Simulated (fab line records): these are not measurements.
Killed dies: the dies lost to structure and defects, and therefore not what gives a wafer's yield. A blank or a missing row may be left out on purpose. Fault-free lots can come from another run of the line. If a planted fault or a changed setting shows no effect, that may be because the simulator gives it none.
What tool caused it? || flow sky130 || Sampling: 11 lots, 33 wafers, 5 of 708 route steps

WHAT EACH GAUGE READ, for each wafer
SKY_POLY_GATE_THK_MEAS_01.
{"lot": "L581", "measured": "day 13 20:55", "on": "film_metro-01", "POLY_GATE_CVD_00_THK (nm)": "179.6 180.5 180.1"}
{"lot": "L582", "measured": "day 14 10:08", "on": "film_metro-03", "POLY_GATE_CVD_00_THK (nm)": "181.9 183.9 182.4"}
{"lot": "L584", "measured": "day 16 09:23", "on": "film_metro-04", "POLY_GATE_CVD_00_THK (nm)": "181.7 180.9 179.6"}
{"lot": "L587", "measured": "day 16 10:34", "on": "film_metro-04", "POLY_GATE_CVD_00_THK (nm)": "180.0 180.7 181.5"}
{"lot": "L591", "measured": "day 17 09:00", "on": "film_metro-04", "POLY_GATE_CVD_00_THK (nm)": "178.3 177.4 178.3"}
{"lot": "L593", "measured": "day 17 20:15", "on": "film_metro-01", "POLY_GATE_CVD_00_THK (nm)": "180.5 179.7 178.8"}
{"lot": "L599", "measured": "day 20 05:01", "on": "film_metro-01", "POLY_GATE_CVD_00_THK (nm)": "179.2 178.3 178.5"}
{"lot": "L600", "measured": "day 20 12:08", "on": "film_metro-01", "POLY_GATE_CVD_00_THK (nm)": "181.4 182.5 181.5"}
{"lot": "L601", "measured": "day 20 23:17", "on": "film_metro-01", "POLY_GATE_CVD_00_THK (nm)": "178.5 179.6 178.8"}
{"lot": "L602", "measured": "day 21 06:17", "on": "film_metro-04", "POLY_GATE_CVD_00_THK (nm)": "180.8 180.7 180.5"}
{"lot": "L603", "measured": "day 21 11:27", "on": "film_metro-01", "POLY_GATE_CVD_00_THK (nm)": "182.6 180.2 182.2"}

SKY_POLY_GATE_THK_MEAS_04.
{"lot": "L581", "measured": "day 15 00:57", "on": "film_metro-03", "POLY_GATE_CVD_03_THK (nm)": "75.5 75.8 75.3"}
{"lot": "L582", "measured": "day 15 14:52", "on": "film_metro-04", "POLY_GATE_CVD_03_THK (nm)": "73.9 74.0 74.4"}
{"lot": "L584", "measured": "day 17 17:04", "on": "film_metro-03", "POLY_GATE_CVD_03_THK (nm)": "74.8 75.2 74.5"}
{"lot": "L587", "measured": "day 17 17:06", "on": "film_metro-03", "POLY_GATE_CVD_03_THK (nm)": "75.2 75.6 74.8"}
{"lot": "L591", "measured": "day 18 16:27", "on": "film_metro-04", "POLY_GATE_CVD_03_THK (nm)": "76.1 76.3 76.7"}
{"lot": "L593", "measured": "day 19 03:54", "on": "film_metro-04", "POLY_GATE_CVD_03_THK (nm)": "75.6 75.6 75.2"}
{"lot": "L599", "measured": "day 21 13:27", "on": "film_metro-03", "POLY_GATE_CVD_03_THK (nm)": "76.1 76.0 76.2"}
{"lot": "L600", "measured": "day 22 08:24", "on": "film_metro-03", "POLY_GATE_CVD_03_THK (nm)": "75.7 75.5 75.2"}
{"lot": "L601", "measured": "day 22 13:59", "on": "film_metro-03", "POLY_GATE_CVD_03_THK (nm)": "76.8 76.8 77.4"}
{"lot": "L602", "measured": "day 22 16:24", "on": "film_metro-04", "POLY_GATE_CVD_03_THK (nm)": "73.6 73.6 73.7"}
{"lot": "L603", "measured": "day 22 16:25", "on": "film_metro-01", "POLY_GATE_CVD_03_THK (nm)": "75.0 75.2 74.9"}

SKY_LDD_P_CD_MEAS_07: target cd 380 nm.
{"lot": "L581", "measured": "day 18 15:26", "on": "cd_sem-01", "cd_nm (nm)": "380.2 378.3 379.5"}
{"lot": "L582", "measured": "day 19 07:19", "on": "cd_sem-02", "cd_nm (nm)": "381.4 380.9 381.8"}
{"lot": "L584", "measured": "day 21 17:25", "on": "cd_sem-01", "cd_nm (nm)": "381.1 380.6 380.5"}
{"lot": "L587", "measured": "day 22 06:24", "on": "cd_sem-02", "cd_nm (nm)": "378.0 377.1 379.4"}
{"lot": "L591", "measured": "day 22 13:52", "on": "cd_sem-02", "cd_nm (nm)": "378.4 353.7 353.4"}
{"lot": "L593", "measured": "day 23 14:23", "on": "cd_sem-02", "cd_nm (nm)": "356.2 356.5 355.7"}
{"lot": "L599", "measured": "day 25 03:44", "on": "cd_sem-02", "cd_nm (nm)": "375.9 377.8 379.4"}
{"lot": "L600", "measured": "day 26 03:01", "on": "cd_sem-02", "cd_nm (nm)": "379.2 379.3 378.3"}
{"lot": "L601", "measured": "day 26 09:29", "on": "cd_sem-01", "cd_nm (nm)": "375.6 379.4 378.0"}
{"lot": "L602", "measured": "day 26 13:02", "on": "cd_sem-01", "cd_nm (nm)": "380.6 377.5 380.1"}
{"lot": "L603", "measured": "day 26 12:57", "on": "cd_sem-02", "cd_nm (nm)": "381.2 382.6 384.6"}

TOOL THAT RAN EACH LOT (tool first, then ch and the chambers of the sampled wafers, then the start)
{"lot": "L581", "SKY_POLY_GATE_ETCH_15": "rie_diel-03 ch 0,1, day 16 02:20", "SKY_LDD_P_COAT_02": "litho_track-01 ch 0, day 18 00:35"}
{"lot": "L582", "SKY_POLY_GATE_ETCH_15": "rie_diel-03 ch 0,2,3, day 16 17:47", "SKY_LDD_P_COAT_02": "litho_track-03 ch 0, day 18 16:01"}
{"lot": "L584", "SKY_POLY_GATE_ETCH_15": "rie_diel-03 ch 0,2,3, day 18 23:35", "SKY_LDD_P_COAT_02": "litho_track-01 ch 0, day 21 01:48"}
{"lot": "L587", "SKY_POLY_GATE_ETCH_15": "rie_diel-04 ch 0,1,3, day 19 00:13", "SKY_LDD_P_COAT_02": "litho_track-04 ch 0, day 21 01:55"}
{"lot": "L591", "SKY_POLY_GATE_ETCH_15": "rie_diel-01 ch 0,1,3, day 19 23:29", "SKY_LDD_P_COAT_02": "litho_track-01 ch 0, day 21 22:33"}
{"lot": "L593", "SKY_POLY_GATE_ETCH_15": "rie_diel-03 ch 0,3, day 20 11:14", "SKY_LDD_P_COAT_02": "litho_track-01 ch 0, day 22 19:29"}
{"lot": "L599", "SKY_POLY_GATE_ETCH_15": "rie_diel-03 ch 0,3, day 22 13:58", "SKY_LDD_P_COAT_02": "litho_track-03 ch 0, day 24 14:32"}
{"lot": "L600", "SKY_POLY_GATE_ETCH_15": "rie_diel-04 ch 0,3, day 23 14:41", "SKY_LDD_P_COAT_02": "litho_track-01 ch 0, day 25 10:46"}
{"lot": "L601", "SKY_POLY_GATE_ETCH_15": "rie_diel-01 ch 0,1,3, day 23 20:23", "SKY_LDD_P_COAT_02": "litho_track-03 ch 0, day 25 20:08"}
{"lot": "L602", "SKY_POLY_GATE_ETCH_15": "rie_diel-01 ch 0,2, day 23 22:55", "SKY_LDD_P_COAT_02": "litho_track-01 ch 0, day 25 23:17"}
{"lot": "L603", "SKY_POLY_GATE_ETCH_15": "rie_diel-04 ch 0,1,2, day 23 22:41", "SKY_LDD_P_COAT_02": "litho_track-03 ch 0, day 25 23:10"}
- SKY_POLY_GATE_ETCH_15: etches BARC in N2/H2, stops on SiO2, time 118.5 s, target depth 110 nm.
- SKY_LDD_P_COAT_02: resist thk 1140 nm.

WHAT THE TOOLS THEMSELVES READ (means of the sampled wafers that have a number; where no wafer has one, the mark that the record gives instead)
SKY_POLY_GATE_ETCH_15.
{"lot": "L581", "tool": "rie_diel-03", "drypump_motor_current_A (A)": 6.1, "oes_product_au (a.u.)": 0.718, "rf_fwd_power_W (W)": 499.1, "throttle_valve_pct (%)": 13.216}
{"lot": "L582", "tool": "rie_diel-03", "drypump_motor_current_A (A)": 5.9, "oes_product_au (a.u.)": 0.716, "rf_fwd_power_W (W)": 498.1, "throttle_valve_pct (%)": 13.215}
{"lot": "L584", "tool": "rie_diel-03", "drypump_motor_current_A (A)": 5.9, "oes_product_au (a.u.)": 0.722, "rf_fwd_power_W (W)": 498.9, "throttle_valve_pct (%)": 13.223}
{"lot": "L587", "tool": "rie_diel-04", "drypump_motor_current_A (A)": 5.4, "oes_product_au (a.u.)": 0.714, "rf_fwd_power_W (W)": 499.8, "throttle_valve_pct (%)": 13.213}
{"lot": "L591", "tool": "rie_diel-01", "drypump_motor_current_A (A)": 5.9, "oes_product_au (a.u.)": 0.716, "rf_fwd_power_W (W)": 498.3, "throttle_valve_pct (%)": 13.206}
{"lot": "L593", "tool": "rie_diel-03", "drypump_motor_current_A (A)": 5.8, "oes_product_au (a.u.)": 0.714, "rf_fwd_power_W (W)": 499.6, "throttle_valve_pct (%)": 13.215}
{"lot": "L599", "tool": "rie_diel-03", "drypump_motor_current_A (A)": 5.8, "oes_product_au (a.u.)": 0.715, "rf_fwd_power_W (W)": 496.5, "throttle_valve_pct (%)": 13.222}
{"lot": "L600", "tool": "rie_diel-04", "drypump_motor_current_A (A)": 5.5, "oes_product_au (a.u.)": 0.721, "rf_fwd_power_W (W)": 500.0, "throttle_valve_pct (%)": 13.213}
{"lot": "L601", "tool": "rie_diel-01", "drypump_motor_current_A (A)": 5.9, "oes_product_au (a.u.)": 0.716, "rf_fwd_power_W (W)": 497.8, "throttle_valve_pct (%)": 13.209}
{"lot": "L602", "tool": "rie_diel-01", "drypump_motor_current_A (A)": 6.1, "oes_product_au (a.u.)": 0.712, "rf_fwd_power_W (W)": 496.6, "throttle_valve_pct (%)": 13.215}
{"lot": "L603", "tool": "rie_diel-04", "drypump_motor_current_A (A)": 5.7, "oes_product_au (a.u.)": 0.717, "rf_fwd_power_W (W)": 496.5, "throttle_valve_pct (%)": 13.216}

SKY_LDD_P_COAT_02.
{"lot": "L581", "tool": "litho_track-01", "exhaust_pa (Pa)": 45.3}
{"lot": "L582", "tool": "litho_track-03", "exhaust_pa (Pa)": 44.8}
{"lot": "L584", "tool": "litho_track-01", "exhaust_pa (Pa)": 45.3}
{"lot": "L587", "tool": "litho_track-04", "exhaust_pa (Pa)": 43.7}
{"lot": "L591", "tool": "litho_track-01", "exhaust_pa (Pa)": 43.5}
{"lot": "L593", "tool": "litho_track-01", "exhaust_pa (Pa)": 44.8}
{"lot": "L599", "tool": "litho_track-03", "exhaust_pa (Pa)": 43.9}
{"lot": "L600", "tool": "litho_track-01", "exhaust_pa (Pa)": 45.1}
{"lot": "L601", "tool": "litho_track-03", "exhaust_pa (Pa)": 44.6}
{"lot": "L602", "tool": "litho_track-01", "exhaust_pa (Pa)": 46.0}
{"lot": "L603", "tool": "litho_track-03", "exhaust_pa (Pa)": 45.4}

THE ANSWER, worked out from the rows above alone
Rule: what is usual is taken from the lots themselves. The widest of any qualifying gaps counts: lots, ordered by their means at a reading, are off when they make up no more than a third of the lots, leave a main group of 4 or more, and stand apart from it by 3 or more times the standard deviation of that group's means. Not used: any main group whose means are identical at the precision the tables above print for the reading. Also off: a lot with no number at a reading for which 4 or more lots have one. All remaining lots with rows at the step are treated as sound. After the gauges, taken in route order, come the tools' own readings; for these a lot's mean is taken, as printed above. The first step at which some lot is off is used, and at that step the reading that is off furthest; a lot without a number counts as furthest.
Off at SKY_LDD_P_CD_MEAS_07 (cd_nm): L591, L593. The main group has a mean of 379.6 nm with a standard deviation of 1.7.
If a tool, at a process step before that reading, ran all the lots that are off and no sound lot after the first of them, it fits. Those tools and the gauges at SKY_LDD_P_CD_MEAS_07 are tried in the same way. Not one of the candidates tried fits.

WHAT THE SIMULATOR PUT IN
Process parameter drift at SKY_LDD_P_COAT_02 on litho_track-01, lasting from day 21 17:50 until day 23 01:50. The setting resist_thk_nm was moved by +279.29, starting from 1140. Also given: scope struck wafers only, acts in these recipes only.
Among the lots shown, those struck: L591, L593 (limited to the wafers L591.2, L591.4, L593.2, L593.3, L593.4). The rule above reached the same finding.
